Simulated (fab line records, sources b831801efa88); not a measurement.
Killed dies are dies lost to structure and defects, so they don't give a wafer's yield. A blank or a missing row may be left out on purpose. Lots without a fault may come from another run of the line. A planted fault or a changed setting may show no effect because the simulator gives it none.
Which tool did it? | flow gf180mcu | 13 lots, 39 wafers sampled, at 4 steps of a route of 602

WHAT THE GAUGES READ, wafer by wafer
GF_V5_CD_MEAS_14: target cd 260 nm.
lot  | measured     | on        | cd_nm (nm)
L126 | day 27 02:08 | cd_sem-01 | 258.5 258.6 257.8
L127 | day 27 06:58 | cd_sem-01 | 258.9 260.3 258.8
L128 | day 28 04:49 | cd_sem-01 | 260.9 262.1 261.9
L129 | day 28 06:28 | cd_sem-01 | 260.3 259.4 258.5
L130 | day 28 09:48 | cd_sem-01 | 259.5 261.0 260.2
L131 | day 28 18:06 | cd_sem-02 | 259.9 261.7 260.7
L133 | day 29 09:41 | cd_sem-01 | 259.7 260.7 261.1
L139 | day 31 08:14 | cd_sem-02 | 261.9 260.8 261.4
L145 | day 32 14:24 | cd_sem-01 | 261.9 261.1 261.3
L146 | day 32 22:21 | cd_sem-02 | 260.6 259.4 259.1
L147 | day 33 02:11 | cd_sem-01 | 260.4 259.7 259.7
L148 | day 33 08:30 | cd_sem-02 | 257.9 257.3 257.5
L149 | day 33 13:51 | cd_sem-01 | 260.1 258.5 259.9

GF_TOP_METAL_OVL_MEAS_15.
lot  | measured     | on         | TOP_METAL_OVL (nm)
L126 | day 28 00:03 | overlay-02 | 0.6 -1.0 1.0
L127 | day 28 04:16 | overlay-02 | 1.4 1.6 1.0
L128 | day 29 01:46 | overlay-02 | 1.2 0.7 -0.4
L129 | day 29 03:33 | overlay-01 | -0.2 -0.2 -1.7
L130 | day 29 06:58 | overlay-01 | -0.4 -0.7 -0.4
L131 | day 29 14:14 | overlay-01 | 2.4 -0.5 0.8
L133 | day 30 05:37 | overlay-02 | 0.2 0.0 1.6
L139 | day 32 02:32 | overlay-02 | -0.4 0.3 1.3
L145 | day 33 07:49 | overlay-02 | -0.6 -1.2 -0.2
L146 | day 33 16:19 | overlay-02 | -0.5 -0.3 -3.0
L147 | day 33 19:27 | overlay-01 | -0.4 -0.6 -1.2
L148 | day 34 01:16 | overlay-01 | 0.9 1.2 -0.2
L149 | day 34 06:55 | overlay-01 | 0.0 0.1 0.8

WHICH TOOL RAN EACH LOT (tool, then ch and the chambers of the sampled wafers, then the start)
lot  | GF_STI_WET_ETCH_27             | GF_TOP_METAL_SPUTTER_04
L126 | wet_bench-01 ch 0, day 2 03:49 | pvd_sputter-02, day 27 03:51
L127 | wet_bench-01 ch 3, day 2 09:12 | pvd_sputter-02, day 27 08:42
L128 | wet_bench-04 ch 3, day 2 16:58 | pvd_sputter-04, day 28 06:34
L129 | wet_bench-02 ch 0, day 2 19:56 | pvd_sputter-02, day 28 08:11
L130 | wet_bench-02 ch 2, day 3 02:04 | pvd_sputter-04, day 28 11:32
L131 | wet_bench-04 ch 0, day 3 05:38 | pvd_sputter-04, day 28 19:50
L133 | wet_bench-02 ch 3, day 3 17:44 | pvd_sputter-04, day 29 11:24
L139 | wet_bench-01 ch 2, day 5 00:52 | pvd_sputter-04, day 31 09:56
L145 | wet_bench-02 ch 0, day 6 06:26 | pvd_sputter-02, day 32 16:08
L146 | wet_bench-04 ch 3, day 6 10:28 | pvd_sputter-02, day 33 00:05
L147 | wet_bench-02 ch 3, day 6 15:25 | pvd_sputter-01, day 33 03:53
L148 | wet_bench-02 ch 0, day 6 21:37 | pvd_sputter-04, day 33 10:14
L149 | wet_bench-04 ch 1, day 7 04:28 | pvd_sputter-01, day 33 15:35
- GF_STI_WET_ETCH_27: etches Si3N4 in H3PO4, target depth 160 nm, time 1825 s.
- GF_TOP_METAL_SPUTTER_04: material TiN, target thk 25 nm, time 20.8 s.

WHAT THE TOOLS THEMSELVES READ (means of the sampled wafers that have a number; where no wafer has one, the mark that the record gives instead)
GF_STI_WET_ETCH_27.
lot  | tool         | bath_guard_temp_C (C)
L126 | wet_bench-01 | 160.5
L127 | wet_bench-01 | 160.3
L128 | wet_bench-04 | 159.3
L129 | wet_bench-02 | 160.0
L130 | wet_bench-02 | 160.3
L131 | wet_bench-04 | 159.5
L133 | wet_bench-02 | 160.7
L139 | wet_bench-01 | 160.9
L145 | wet_bench-02 | 160.0
L146 | wet_bench-04 | 159.5
L147 | wet_bench-02 | 160.7
L148 | wet_bench-02 | 159.8
L149 | wet_bench-04 | 160.3

GF_TOP_METAL_SPUTTER_04.
lot  | tool           | throttle_valve_pct (%)
L126 | pvd_sputter-02 | 29.9
L127 | pvd_sputter-02 | 31.1
L128 | pvd_sputter-04 | 30.6
L129 | pvd_sputter-02 | 31.3
L130 | pvd_sputter-04 | 30.2
L131 | pvd_sputter-04 | 30.3
L133 | pvd_sputter-04 | 29.4
L139 | pvd_sputter-04 | 29.0
L145 | pvd_sputter-02 | 30.7
L146 | pvd_sputter-02 | 30.4
L147 | pvd_sputter-01 | 30.5
L148 | pvd_sputter-04 | 29.9
L149 | pvd_sputter-01 | 29.6

THE ANSWER, worked out from the rows above alone
Rule: what is usual is taken from the lots themselves. Put in order of their means at a reading, lots are off if they are a third of the lots or fewer, leave a main group of 4 or more, and stand apart from it by a gap of 3 or more times the standard deviation of the main group's means; of several such gaps the widest counts. A main group whose means are all the same, to the digits that the tables above print for the reading, isn't used. A lot without any number at a reading at which 4 lots or more have one is off too. The other lots that the step has rows for count as sound. The gauges are gone through in route order, then the tools' own readings, and for those a lot's mean is taken as printed above. The first step at which some lot is off is used, and at that step the reading that is off furthest; a lot without a number counts as furthest.
No lot is off at any reading shown: from this, nothing can be told.

WHAT THE SIMULATOR HAD PUT IN
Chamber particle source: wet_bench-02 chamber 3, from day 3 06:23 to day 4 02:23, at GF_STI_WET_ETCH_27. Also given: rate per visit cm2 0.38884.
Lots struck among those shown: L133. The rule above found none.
